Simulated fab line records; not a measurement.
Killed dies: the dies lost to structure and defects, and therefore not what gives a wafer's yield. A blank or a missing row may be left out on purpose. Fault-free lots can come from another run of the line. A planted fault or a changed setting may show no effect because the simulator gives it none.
Split-lot study    flow sky130    5 lots, 23 wafers read, on a route of 708 steps

THE SPLIT ITSELF
At SKY_SD_P_IMPLANT_09, the setting doseCm2 was moved away from the recipe's 3e+15 on 6 of the 23 wafers read, by -7.1% to +6.8%. All remaining wafers had this setting at the recipe value.

FROM THE SPLIT TO THE READING: what the file shows between them, 9 steps
- SKY_SD_P_STRIP_10: strips in O2/N2
- SKY_SD_N_DEVELOP_06: develop time 60 s (also split here: developTimeS)
- SKY_SD_N_CD_MEAS_07: target cd 380 nm
- SKY_SD_N_IMPLANT_09 (also split here: energyKev)
- SKY_SD_N_IMPLANT_10
- SKY_SD_N_STRIP_11: strips in O2/N2
- SKY_SD_N_CLEAN_13: cleans in SC1/SC2, time 150 s
- SKY_SD_N_RTA_14: time 2 s
- SKY_SD_N_RS_MEAS_16: measures by four-point-probe

THE READING
At SKY_SD_N_RS_MEAS_17, a four-point-probe measurement gives SD_P_RS in ohm/sq. On this fab line, fault-free wafers typically give 147.1 ohm/sq with a standard deviation of 0.31 ohm/sq.

wafer   tool, chamber at the split  doseCm2 as run  against the recipe  SD_P_RS, ohm/sq  against lot-mates on the recipe
L074.1  implanter-03, 0             2.787e+15       -7.1%               148.0            +1.1
L074.2  implanter-03, 0             2.787e+15       -7.1%               148.1            +1.2
L074.3  implanter-03, 0             3e+15           recipe              146.8            -
L074.5  implanter-03, 0             2.787e+15       -7.1%               147.7            +0.8
L074.6  implanter-03, 0             3e+15           recipe              147.1            -
L075.1  implanter-03, 0             3e+15           recipe              147.3            -
L075.3  implanter-03, 0             3e+15           recipe              147.4            -
L075.4  implanter-03, 0             3e+15           recipe              147.1            -
L075.5  implanter-03, 0             3e+15           recipe              147.2            -
L075.6  implanter-03, 0             3e+15           recipe              147.3            -
L076.1  implanter-03, 0             3e+15           recipe              146.9            -
L076.2  implanter-03, 0             3e+15           recipe              147.6            -
L076.5  implanter-03, 0             3e+15           recipe              147.3            -
L083.1  implanter-03, 0             3e+15           recipe              147.5            -
L083.2  implanter-03, 0             3e+15           recipe              147.3            -
L083.3  implanter-03, 0             3e+15           recipe              146.9            -
L083.4  implanter-03, 0             3e+15           recipe              147.7            -
L083.5  implanter-03, 0             3e+15           recipe              147.0            -
L085.1  implanter-01, 0             3.203e+15       +6.8%               145.8            -1.3
L085.2  implanter-01, 0             3e+15           recipe              147.2            -
L085.3  implanter-01, 0             3.203e+15       +6.8%               145.8            -1.3
L085.4  implanter-01, 0             3.203e+15       +6.8%               146.1            -1.0
L085.6  implanter-01, 0             3e+15           recipe              147.0            -

THE FIT
A straight line over all 23 wafers: SD_P_RS changes by -0.146 ohm/sq for each +1% of doseCm2; r = -0.89; the points scatter about the line by 0.28 ohm/sq.
The same after taking each lot's own level away (the mean of its wafers on the recipe; 23 wafers): -0.157 ohm/sq for each +1%; r = -0.93; scatter 0.22 ohm/sq.
That fit puts the effect of the largest move of doseCm2 on the reading at 1.1 ohm/sq.
The span of the lots' own levels, 146.95 to 147.28 ohm/sq, comes to 1.1 times the standard deviation stated above.
Hence the lot-to-lot level has little effect on the slope; both slopes agree.
Check: for one of the wafers moved furthest among these (-7.1%), held out of the fit, the line's prediction against its lot-mates is +1.09 ohm/sq. Against them it came out at +1.05 ohm/sq.

THE OTHER SPLITS THESE WAFERS WENT THROUGH
Other splits were also applied to these wafers ahead of the reading. Each is held against what the fit with the lots' levels taken away leaves over:
other split on the same wafers    wafers away from the commonest value  r with SD_P_RS (lot level and that fit taken away)
SKY_SD_N_DEVELOP_06 developTimeS  7                                     +0.15
SKY_SD_N_IMPLANT_09 energyKev     9                                     -0.04

THE WHOLE CHAIN: every reading that the file lists as answering this split, in the file's order
step                 what it does                  reading               change (the file's fit)               r (the file's)
SKY_SD_P_STRIP_10    strips in O2/N2               stripTimeToEndpointS  withheld for each +1% of the setting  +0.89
SKY_SD_N_RS_MEAS_17  measures by four-point-probe  SD_P_RS               -0.162 for each +1% of the setting    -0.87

FILE'S OWN FIT
SD_P_RS changes by -0.162 ohm/sq for each +1% of doseCm2, r = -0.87.
